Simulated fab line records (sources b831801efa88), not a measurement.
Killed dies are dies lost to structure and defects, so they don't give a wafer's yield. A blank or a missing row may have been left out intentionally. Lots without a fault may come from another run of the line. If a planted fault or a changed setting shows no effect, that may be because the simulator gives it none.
Comparing a struck lot with a sound one + flow sfqLine + 14 out of 325 route steps
Sound: wafers L417.1, L417.2, L417.5. Struck: wafer L424.5 (left out: L424.2, L424.4 of the same lot, which were not struck); the cause appears at the end.
Order at every step that has rows: each side's tool, ch and its chambers, its first start. Under that, the readings that differ: sound wafers + struck wafers + difference of the means + sigmas: that difference in standard deviations of wafers without a fault.
alike: readings whose means differ by less than 2 such deviations, and words and numbers that are the same on both sides. not compared: withheld readings, readings that some wafer has no value for, bounds like >300 that may hide the same value, and numbers for which the record gives no deviation and whose values overlap.
The two part at a step that has a row with sigmas, a row that says differs or no value, or rows on one side only. Numbers that have no deviation but don't overlap get no sigmas and don't part them. A reading missing from all wafers of one side parts the sides only when that side holds two or more wafers.

first, 6 steps without rows for these wafers: SFQ_TRILAYER_M0_LITHO_COAT_026 (resist thk 62 nm); SFQ_TRILAYER_M0_LITHO_COAT_021 (resist thk 600 nm); SFQ_TRILAYER_M0_LITHO_SOFTBAKE_025; SFQ_TRILAYER_M0_LITHO_EXPOSE_022 (exposes mask M0, target cd 500 nm); SFQ_TRILAYER_M0_LITHO_PEB_024 (peb time 60 s); SFQ_TRILAYER_M0_LITHO_DEVELOP_023 (time 60 s).
SFQ_M0_OVL_MEAS_906:
  sound on overlay-01, day 16 14:29; struck on overlay-01, day 19 03:57
  alike: M0_OVL
SFQ_TRILAYER_M0_BARC_OPEN_METAL_ETCH_031: etches BARC in O2, target depth 125 nm, time 41.7 s.
  sound on rieMetal-03 ch 0,1, day 16 14:32; struck on rieMetal-02 ch 1, day 19 03:59
| reading                  | sound       | struck | difference | sigmas |
|--------------------------|-------------|--------|------------|--------|
| drypumpMotorCurrentA (A) | 5.6 4.9 4.9 | 6.4    | +1.3       | +3     |
  alike: oesProductAu
  not compared: rfHoursCounterH
SFQ_TRILAYER_M0_ETCH_METAL_ETCH_024: etches Nb in Cl2/Ar, stops on SiO2, target depth 240 nm, time 120 s.
  sound on rieMetal-03 ch 0,1, day 16 14:35; struck on rieMetal-02 ch 1, day 19 04:02
| reading                  | sound       | struck | difference | sigmas |
|--------------------------|-------------|--------|------------|--------|
| drypumpMotorCurrentA (A) | 5.5 4.8 4.8 | 6.3    | +1.3       | +3     |
  alike: oesProductAu
  not compared: rfHoursCounterH
SFQ_TRILAYER_M0_STRIP_STRIP_025: strips in O2.
  sound on rieMetal-03 ch 0,1, day 16 14:43; struck on rieMetal-02 ch 1, day 19 04:10
| reading                  | sound       | struck | difference | sigmas |
|--------------------------|-------------|--------|------------|--------|
| drypumpMotorCurrentA (A) | 5.5 4.8 4.8 | 6.3    | +1.3       | +3     |
  alike: oesProductAu
  not compared: rfHoursCounterH
then, 1 step without rows for these wafers: SFQ_TRILAYER_M0_STRIP_SOLV_CLEAN_026 (cleans in NMP, time 600 s).
SFQ_TRILAYER_I0_DEP_PECVD_027: deposits SiO2 from SiH4/N2O, time 111.11 s, target thk 500 nm.
  sound on pecvd-02 ch 1,2, day 16 15:30; struck on pecvd-04 ch 2, day 19 04:58
| reading                                            | sound             | struck | difference | sigmas |
|----------------------------------------------------|-------------------|--------|------------|--------|
| runLengthS (s)                                     | 138.5 138.9 138.8 | 147.1  | +8.4       | +15    |
| model.SiO2_of_TRILAYER_I0_DEP_PECVD_027.thkNm (nm) | 496.1 500 500.8   | 539.5  | +40.5      |        |
  alike: heaterPowerW, throttleValvePct
SFQ_TRILAYER_I0_CMP_CMP_028: polishes SiO2.
  sound on cmp-02 ch 0,1,2, day 16 16:05; struck on cmp-02 ch 2, day 20 15:37
| reading             | sound       | struck | difference | sigmas |
|---------------------|-------------|--------|------------|--------|
| timeToEndpointS (s) | 218 224 215 | 241    | +22        | +3     |
  alike: motorCurrentA, retainingRingPressureFrac
SFQ_I0_BOW_MEAS_907:
  sound on filmMetro-02, day 16 18:35; struck on filmMetro-02, day 20 16:08
  alike: I0_BOW

## WHERE THEY PART
Last at SFQ_TRILAYER_I0_CMP_CMP_028 as far as this record goes, first at SFQ_TRILAYER_M0_BARC_OPEN_METAL_ETCH_031. Later steps at which nothing parts them and some readings are alike: SFQ_I0_BOW_MEAS_907.

WHY: what had been put in by the simulator
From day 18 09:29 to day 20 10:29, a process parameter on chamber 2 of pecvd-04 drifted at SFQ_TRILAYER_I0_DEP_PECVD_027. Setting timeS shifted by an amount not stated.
